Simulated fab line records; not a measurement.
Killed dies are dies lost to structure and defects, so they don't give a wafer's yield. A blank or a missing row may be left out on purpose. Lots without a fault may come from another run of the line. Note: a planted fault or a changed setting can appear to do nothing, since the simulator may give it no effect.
Which tool did it? || flow sky130 || 12 lots, 36 wafers sampled, at 3 steps of a route of 708

## WHAT THE GAUGES SHOWED, per wafer
SKY_VIA4_THK_MEAS_20: measures by xrf.
{"lot": "L956", "measured": "day 44 17:20", "on": "film-metro-01", "VIA4_W_THK (nm)": "522 524 519"}
{"lot": "L957", "measured": "day 45 03:28", "on": "film-metro-04", "VIA4_W_THK (nm)": "501 503 515"}
{"lot": "L958", "measured": "day 45 05:28", "on": "film-metro-02", "VIA4_W_THK (nm)": "497 498 493"}
{"lot": "L959", "measured": "day 45 08:37", "on": "film-metro-01", "VIA4_W_THK (nm)": "500 502 500"}
{"lot": "L961", "measured": "day 46 03:07", "on": "film-metro-02", "VIA4_W_THK (nm)": "496 504 492"}
{"lot": "L965", "measured": "day 46 23:14", "on": "film-metro-04", "VIA4_W_THK (nm)": "521 510 508"}
{"lot": "L970", "measured": "day 48 04:19", "on": "film-metro-02", "VIA4_W_THK (nm)": "497 509 496"}
{"lot": "L972", "measured": "day 48 16:16", "on": "film-metro-02", "VIA4_W_THK (nm)": "502 495 500"}
{"lot": "L973", "measured": "day 48 17:53", "on": "film-metro-04", "VIA4_W_THK (nm)": "511 509 500"}
{"lot": "L974", "measured": "day 48 23:21", "on": "film-metro-04", "VIA4_W_THK (nm)": "506 519 509"}
{"lot": "L975", "measured": "day 49 07:03", "on": "film-metro-04", "VIA4_W_THK (nm)": "514 510 511"}
{"lot": "L976", "measured": "day 49 14:17", "on": "film-metro-01", "VIA4_W_THK (nm)": "500 510 510"}

## TOOL THAT RAN EACH LOT (tool first, then ch and the chambers of the sampled wafers, then the start)
{"lot": "L956", "SKY_VIA3_CVD_21": "cvd-w-01 ch 0,1, day 41 13:56", "SKY_VIA4_SPUTTER_17": "pvd-sputter-01, day 44 17:00"}
{"lot": "L957", "SKY_VIA3_CVD_21": "cvd-w-02 ch 0,1, day 42 00:31", "SKY_VIA4_SPUTTER_17": "pvd-sputter-01, day 45 03:07"}
{"lot": "L958", "SKY_VIA3_CVD_21": "cvd-w-02 ch 0,1, day 42 02:39", "SKY_VIA4_SPUTTER_17": "pvd-sputter-02, day 45 05:08"}
{"lot": "L959", "SKY_VIA3_CVD_21": "cvd-w-02 ch 0,1, day 42 07:47", "SKY_VIA4_SPUTTER_17": "pvd-sputter-02, day 45 08:16"}
{"lot": "L961", "SKY_VIA3_CVD_21": "cvd-w-02 ch 0,1, day 43 02:01", "SKY_VIA4_SPUTTER_17": "pvd-sputter-04, day 46 02:46"}
{"lot": "L965", "SKY_VIA3_CVD_21": "cvd-w-01 ch 0,1, day 44 01:27", "SKY_VIA4_SPUTTER_17": "pvd-sputter-01, day 46 22:49"}
{"lot": "L970", "SKY_VIA3_CVD_21": "cvd-w-01 ch 0,1, day 45 07:49", "SKY_VIA4_SPUTTER_17": "pvd-sputter-02, day 48 03:59"}
{"lot": "L972", "SKY_VIA3_CVD_21": "cvd-w-01 ch 0,1, day 45 21:41", "SKY_VIA4_SPUTTER_17": "pvd-sputter-02, day 48 15:55"}
{"lot": "L973", "SKY_VIA3_CVD_21": "cvd-w-01 ch 0,1, day 46 00:49", "SKY_VIA4_SPUTTER_17": "pvd-sputter-01, day 48 17:34"}
{"lot": "L974", "SKY_VIA3_CVD_21": "cvd-w-02 ch 0,1, day 46 06:17", "SKY_VIA4_SPUTTER_17": "pvd-sputter-04, day 48 23:01"}
{"lot": "L975", "SKY_VIA3_CVD_21": "cvd-w-02 ch 0,1, day 46 14:40", "SKY_VIA4_SPUTTER_17": "pvd-sputter-04, day 49 06:43"}
{"lot": "L976", "SKY_VIA3_CVD_21": "cvd-w-02 ch 0, day 46 22:04", "SKY_VIA4_SPUTTER_17": "pvd-sputter-02, day 49 13:57"}
- SKY_VIA3_CVD_21: deposits W, target thk 390 nm, time 117.31 s.
- SKY_VIA4_SPUTTER_17: material TiN, target thk 20 nm, time 80 s.

## AS READ BY THE TOOLS THEMSELVES (means over the sampled wafers that have a number; for cases with no such wafer, the mark the record gives instead)
SKY_VIA3_CVD_21.
{"lot": "L956", "tool": "cvd-w-01", "heater-power-w (W)": 943}
{"lot": "L957", "tool": "cvd-w-02", "heater-power-w (W)": 870}
{"lot": "L958", "tool": "cvd-w-02", "heater-power-w (W)": 856}
{"lot": "L959", "tool": "cvd-w-02", "heater-power-w (W)": 847}
{"lot": "L961", "tool": "cvd-w-02", "heater-power-w (W)": 874}
{"lot": "L965", "tool": "cvd-w-01", "heater-power-w (W)": 940}
{"lot": "L970", "tool": "cvd-w-01", "heater-power-w (W)": 937}
{"lot": "L972", "tool": "cvd-w-01", "heater-power-w (W)": 867}
{"lot": "L973", "tool": "cvd-w-01", "heater-power-w (W)": 873}
{"lot": "L974", "tool": "cvd-w-02", "heater-power-w (W)": 813}
{"lot": "L975", "tool": "cvd-w-02", "heater-power-w (W)": 828}
{"lot": "L976", "tool": "cvd-w-02", "heater-power-w (W)": 768}

SKY_VIA4_SPUTTER_17.
{"lot": "L956", "tool": "pvd-sputter-01", "throttle-valve-pct (%)": 30.3}
{"lot": "L957", "tool": "pvd-sputter-01", "throttle-valve-pct (%)": 31.0}
{"lot": "L958", "tool": "pvd-sputter-02", "throttle-valve-pct (%)": 30.4}
{"lot": "L959", "tool": "pvd-sputter-02", "throttle-valve-pct (%)": 30.1}
{"lot": "L961", "tool": "pvd-sputter-04", "throttle-valve-pct (%)": 30.4}
{"lot": "L965", "tool": "pvd-sputter-01", "throttle-valve-pct (%)": 29.6}
{"lot": "L970", "tool": "pvd-sputter-02", "throttle-valve-pct (%)": 29.8}
{"lot": "L972", "tool": "pvd-sputter-02", "throttle-valve-pct (%)": 29.6}
{"lot": "L973", "tool": "pvd-sputter-01", "throttle-valve-pct (%)": 31.1}
{"lot": "L974", "tool": "pvd-sputter-04", "throttle-valve-pct (%)": 30.6}
{"lot": "L975", "tool": "pvd-sputter-04", "throttle-valve-pct (%)": 30.1}
{"lot": "L976", "tool": "pvd-sputter-02", "throttle-valve-pct (%)": 30.8}

## THE ANSWER, worked out from the rows above alone
Rule: what is usual is taken from the lots themselves. The widest of any qualifying gaps counts: lots, ordered by their means at a reading, are off when they make up no more than a third of the lots, leave a main group of 4 or more, and stand apart from it by 3 or more times the standard deviation of that group's means. A main group whose means are all the same, to the digits that the tables above print for the reading, isn't used. A lot without any number at a reading at which 4 lots or more have one is off too. All remaining lots with rows at the step are treated as sound. First the gauges in route order, then the tools' own readings, where a lot's mean is used as printed above. At the first step where some lot is off, the reading lying furthest off is the one used; lots without a number count as furthest.
No lot is off on any of the readings shown, so nothing can be concluded from this.

## WHAT THE SIMULATOR PUT IN
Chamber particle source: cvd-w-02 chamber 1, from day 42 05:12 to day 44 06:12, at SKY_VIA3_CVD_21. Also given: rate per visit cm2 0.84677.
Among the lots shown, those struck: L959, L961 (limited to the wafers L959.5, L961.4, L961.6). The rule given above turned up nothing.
